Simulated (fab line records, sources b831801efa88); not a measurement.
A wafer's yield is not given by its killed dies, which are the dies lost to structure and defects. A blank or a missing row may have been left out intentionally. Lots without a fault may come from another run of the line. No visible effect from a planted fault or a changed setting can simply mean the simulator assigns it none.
Which tool is to blame? / flow gf180mcu / 13 lots, 39 wafers sampled, at 5 steps of a route of 602

## WHAT THE GAUGES SHOWED, per wafer
GF_VT_IMPLANT_TW_MEAS_21.
lot=L496; measured=day 6 11:33; on=filmMetro-02; VT_IMPLANT_2_TW=1217 1218 1215
lot=L497; measured=day 6 19:56; on=filmMetro-02; VT_IMPLANT_2_TW=1217 1217 1216
lot=L498; measured=day 7 00:05; on=filmMetro-01; VT_IMPLANT_2_TW=1213 1211 1206
lot=L501; measured=day 7 19:29; on=filmMetro-04; VT_IMPLANT_2_TW=1227 1223 1232
lot=L503; measured=day 8 08:56; on=filmMetro-01; VT_IMPLANT_2_TW=1221 1226 1221
lot=L504; measured=day 8 13:26; on=filmMetro-04; VT_IMPLANT_2_TW=1231 1230 1225
lot=L506; measured=day 9 03:05; on=filmMetro-02; VT_IMPLANT_2_TW=1213 1222 1211
lot=L507; measured=day 9 13:24; on=filmMetro-02; VT_IMPLANT_2_TW=1219 1215 1218
lot=L508; measured=day 9 14:40; on=filmMetro-04; VT_IMPLANT_2_TW=1288 1291 1292 1288 1297 1295
lot=L509; measured=day 10 02:41; on=filmMetro-04; VT_IMPLANT_2_TW=1305 1292 1293 1302 1301 1296
lot=L510; measured=day 10 06:44; on=filmMetro-02; VT_IMPLANT_2_TW=1215 1213 1218
lot=L511; measured=day 10 14:28; on=filmMetro-01; VT_IMPLANT_2_TW=1287 1281 1280 1280 1278 1285
lot=L518; measured=day 12 08:58; on=filmMetro-04; VT_IMPLANT_2_TW=1231 1234 1236

GF_M1_OVL_MEAS_15.
lot=L496; measured=day 17 06:50; on=overlay-01; M1_OVL (nm)=4 4 0
lot=L497; measured=day 17 23:14; on=overlay-01; M1_OVL (nm)=0 -1 0
lot=L498; measured=day 18 06:02; on=overlay-01; M1_OVL (nm)=-1 -2 -7
lot=L501; measured=day 19 10:19; on=overlay-01; M1_OVL (nm)=5 -5 -2
lot=L503; measured=day 20 04:16; on=overlay-02; M1_OVL (nm)=-8 -5 -5
lot=L504; measured=day 20 09:49; on=overlay-01; M1_OVL (nm)=3 -1 -2
lot=L506; measured=day 21 05:50; on=overlay-01; M1_OVL (nm)=-4 0 -1
lot=L507; measured=day 21 22:37; on=overlay-02; M1_OVL (nm)=4 0 2
lot=L508; measured=day 22 01:37; on=overlay-01; M1_OVL (nm)=-9 -7 -1
lot=L509; measured=day 22 14:31; on=overlay-01; M1_OVL (nm)=2 -2 1
lot=L510; measured=day 23 00:37; on=overlay-01; M1_OVL (nm)=-5 -3 -9
lot=L511; measured=day 23 07:17; on=overlay-02; M1_OVL (nm)=-13 -15 -5
lot=L518; measured=day 25 07:29; on=overlay-02; M1_OVL (nm)=-8 1 -3

## EACH LOT AND THE TOOL THAT RAN IT (in order: tool; ch and the chambers of the sampled wafers; start)
lot=L496; GF_VT_IMPLANT_IMPLANT_19=implanter-03 ch 0, day 6 11:18; GF_HV_LDD_STRIP_49=plasmaAsher-04 ch 0, day 12 13:23; GF_M1_SPUTTER_01=pvdSputter-01, day 16 08:32
lot=L497; GF_VT_IMPLANT_IMPLANT_19=implanter-02 ch 0, day 6 19:41; GF_HV_LDD_STRIP_49=plasmaAsher-04 ch 0,1, day 13 02:35; GF_M1_SPUTTER_01=pvdSputter-01, day 16 23:36
lot=L498; GF_VT_IMPLANT_IMPLANT_19=implanter-03 ch 0, day 6 23:50; GF_HV_LDD_STRIP_49=plasmaAsher-01 ch 0,1, day 13 08:56; GF_M1_SPUTTER_01=pvdSputter-01, day 17 06:16
lot=L501; GF_VT_IMPLANT_IMPLANT_19=implanter-03 ch 0, day 7 19:14; GF_HV_LDD_STRIP_49=plasmaAsher-02 ch 0,1, day 14 09:28; GF_M1_SPUTTER_01=pvdSputter-02, day 18 10:57
lot=L503; GF_VT_IMPLANT_IMPLANT_19=implanter-04 ch 0, day 8 08:41; GF_HV_LDD_STRIP_49=plasmaAsher-01 ch 0,1, day 15 01:05; GF_M1_SPUTTER_01=pvdSputter-01, day 19 04:14
lot=L504; GF_VT_IMPLANT_IMPLANT_19=implanter-04 ch 0, day 8 13:11; GF_HV_LDD_STRIP_49=plasmaAsher-01 ch 0,1, day 15 06:47; GF_M1_SPUTTER_01=pvdSputter-02, day 19 09:27
lot=L506; GF_VT_IMPLANT_IMPLANT_19=implanter-04 ch 0, day 9 02:50; GF_HV_LDD_STRIP_49=plasmaAsher-02 ch 0,1, day 16 01:04; GF_M1_SPUTTER_01=pvdSputter-03, day 20 06:15
lot=L507; GF_VT_IMPLANT_IMPLANT_19=implanter-04 ch 0, day 9 13:09; GF_HV_LDD_STRIP_49=plasmaAsher-04 ch 0,1, day 16 12:07; GF_M1_SPUTTER_01=pvdSputter-01, day 20 23:36
lot=L508; GF_VT_IMPLANT_IMPLANT_19=implanter-04 ch 0, day 9 14:27; GF_HV_LDD_STRIP_49=plasmaAsher-04 ch 0,1, day 16 17:13; GF_M1_SPUTTER_01=pvdSputter-02, day 21 01:16
lot=L509; GF_VT_IMPLANT_IMPLANT_19=implanter-04 ch 0, day 10 02:26; GF_HV_LDD_STRIP_49=plasmaAsher-02 ch 0, day 17 08:08; GF_M1_SPUTTER_01=pvdSputter-02, day 21 14:50
lot=L510; GF_VT_IMPLANT_IMPLANT_19=implanter-03 ch 0, day 10 06:29; GF_HV_LDD_STRIP_49=plasmaAsher-01 ch 0,1, day 17 14:37; GF_M1_SPUTTER_01=pvdSputter-02, day 22 01:01
lot=L511; GF_VT_IMPLANT_IMPLANT_19=implanter-04 ch 0, day 10 14:14; GF_HV_LDD_STRIP_49=plasmaAsher-02 ch 0,1, day 18 01:35; GF_M1_SPUTTER_01=pvdSputter-03, day 22 07:48
lot=L518; GF_VT_IMPLANT_IMPLANT_19=implanter-03 ch 0, day 12 08:46; GF_HV_LDD_STRIP_49=plasmaAsher-02 ch 0,1, day 20 05:20; GF_M1_SPUTTER_01=pvdSputter-01, day 24 09:27
- GF_VT_IMPLANT_IMPLANT_19
- GF_HV_LDD_STRIP_49: strips in O2/N2.
- GF_M1_SPUTTER_01: material TiN, target thk 30 nm, time 25 s.

## AS READ BY THE TOOLS THEMSELVES (means over the sampled wafers that have a number; for cases with no such wafer, the mark the record gives instead)
GF_VT_IMPLANT_IMPLANT_19.
lot=L496 tool=implanter-03 beamEnergyKeV=99.998
lot=L497 tool=implanter-02 beamEnergyKeV=100.013
lot=L498 tool=implanter-03 beamEnergyKeV=99.990
lot=L501 tool=implanter-03 beamEnergyKeV=100.009
lot=L503 tool=implanter-04 beamEnergyKeV=100.009
lot=L504 tool=implanter-04 beamEnergyKeV=100.040
lot=L506 tool=implanter-04 beamEnergyKeV=100.000
lot=L507 tool=implanter-04 beamEnergyKeV=100.008
lot=L508 tool=implanter-04 beamEnergyKeV=120.040
lot=L509 tool=implanter-04 beamEnergyKeV=120.000
lot=L510 tool=implanter-03 beamEnergyKeV=99.956
lot=L511 tool=implanter-04 beamEnergyKeV=120.013
lot=L518 tool=implanter-03 beamEnergyKeV=99.977

GF_HV_LDD_STRIP_49.
lot=L496; tool=plasmaAsher-04; drypumpMotorCurrentA (A)=5.5; heaterPowerW (W)=343; oesProductAu (a.u.)=0.720; stripTimeToEndpointS (s)=12.64
lot=L497; tool=plasmaAsher-04; drypumpMotorCurrentA (A)=5.4; heaterPowerW (W)=340; oesProductAu (a.u.)=0.713; stripTimeToEndpointS (s)=12.66
lot=L498; tool=plasmaAsher-01; drypumpMotorCurrentA (A)=5.8; heaterPowerW (W)=346; oesProductAu (a.u.)=0.714; stripTimeToEndpointS (s)=12.65
lot=L501; tool=plasmaAsher-02; drypumpMotorCurrentA (A)=5.9; heaterPowerW (W)=315; oesProductAu (a.u.)=0.716; stripTimeToEndpointS (s)=12.63
lot=L503; tool=plasmaAsher-01; drypumpMotorCurrentA (A)=5.9; heaterPowerW (W)=375; oesProductAu (a.u.)=0.718; stripTimeToEndpointS (s)=12.59
lot=L504; tool=plasmaAsher-01; drypumpMotorCurrentA (A)=5.8; heaterPowerW (W)=348; oesProductAu (a.u.)=0.714; stripTimeToEndpointS (s)=12.61
lot=L506; tool=plasmaAsher-02; drypumpMotorCurrentA (A)=5.9; heaterPowerW (W)=312; oesProductAu (a.u.)=0.718; stripTimeToEndpointS (s)=12.63
lot=L507; tool=plasmaAsher-04; drypumpMotorCurrentA (A)=5.5; heaterPowerW (W)=347; oesProductAu (a.u.)=0.716; stripTimeToEndpointS (s)=12.64
lot=L508; tool=plasmaAsher-04; drypumpMotorCurrentA (A)=5.5; heaterPowerW (W)=339; oesProductAu (a.u.)=0.719; stripTimeToEndpointS (s)=12.62
lot=L509; tool=plasmaAsher-02; drypumpMotorCurrentA (A)=6.2; heaterPowerW (W)=304; oesProductAu (a.u.)=0.720; stripTimeToEndpointS (s)=12.60
lot=L510; tool=plasmaAsher-01; drypumpMotorCurrentA (A)=5.9; heaterPowerW (W)=368; oesProductAu (a.u.)=0.718; stripTimeToEndpointS (s)=12.67
lot=L511; tool=plasmaAsher-02; drypumpMotorCurrentA (A)=5.7; heaterPowerW (W)=328; oesProductAu (a.u.)=0.718; stripTimeToEndpointS (s)=12.65
lot=L518; tool=plasmaAsher-02; drypumpMotorCurrentA (A)=5.9; heaterPowerW (W)=314; oesProductAu (a.u.)=0.713; stripTimeToEndpointS (s)=12.58

GF_M1_SPUTTER_01.
lot=L496; tool=pvdSputter-01; throttleValvePct (%)=30.6
lot=L497; tool=pvdSputter-01; throttleValvePct (%)=30.0
lot=L498; tool=pvdSputter-01; throttleValvePct (%)=30.5
lot=L501; tool=pvdSputter-02; throttleValvePct (%)=30.4
lot=L503; tool=pvdSputter-01; throttleValvePct (%)=30.3
lot=L504; tool=pvdSputter-02; throttleValvePct (%)=30.0
lot=L506; tool=pvdSputter-03; throttleValvePct (%)=30.3
lot=L507; tool=pvdSputter-01; throttleValvePct (%)=30.3
lot=L508; tool=pvdSputter-02; throttleValvePct (%)=30.4
lot=L509; tool=pvdSputter-02; throttleValvePct (%)=30.5
lot=L510; tool=pvdSputter-02; throttleValvePct (%)=30.1
lot=L511; tool=pvdSputter-03; throttleValvePct (%)=29.7
lot=L518; tool=pvdSputter-01; throttleValvePct (%)=30.4

## THE ANSWER, worked out from the rows above alone
Rule: usual is defined by the lots themselves. The widest of any qualifying gaps counts: lots, ordered by their means at a reading, are off when they make up no more than a third of the lots, leave a main group of 4 or more, and stand apart from it by 3 or more times the standard deviation of that group's means. A main group is skipped when, at the precision printed for the reading in the tables above, its means are all equal. Also off: a lot with no number at a reading for which 4 or more lots have one. All remaining lots with rows at the step are treated as sound. The gauges are gone through in route order, then the tools' own readings, and for those a lot's mean is taken as printed above. The first step at which some lot is off is used, and at that step the reading that is off furthest; a lot without a number counts as furthest.
Off: at GF_VT_IMPLANT_TW_MEAS_21 (VT_IMPLANT_2_TW), L508, L509, L511. For the main group the mean is 1220 and the standard deviation 7.
If a tool, at a process step before that reading, ran all the lots that are off and no sound lot after the first of them, it fits. Not tried: the gauges at GF_VT_IMPLANT_TW_MEAS_21; whatever is off there is also off at GF_VT_IMPLANT_IMPLANT_19, on other tools, and gauge error can't account for it. One fits: implanter-04 at GF_VT_IMPLANT_IMPLANT_19. A fault onset in the window from L507 (day 9 13:09, its last sound lot) to L508 (day 9 14:27, its first lot off) fits.
The tool's own readings at GF_VT_IMPLANT_IMPLANT_19 bear it out: on the lots that are off they differ by more than 5 times the standard deviation of the sound lots' means. beamEnergyKeV reads 120.018 there against 100.000 on the sound lots.

## WHAT WAS PUT IN BY THE SIMULATOR
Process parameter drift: implanter-04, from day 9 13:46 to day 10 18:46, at GF_VT_IMPLANT_IMPLANT_19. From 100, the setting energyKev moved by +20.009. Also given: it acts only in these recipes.
Lots struck among those shown: L508, L509, L511. The rule above found the same.
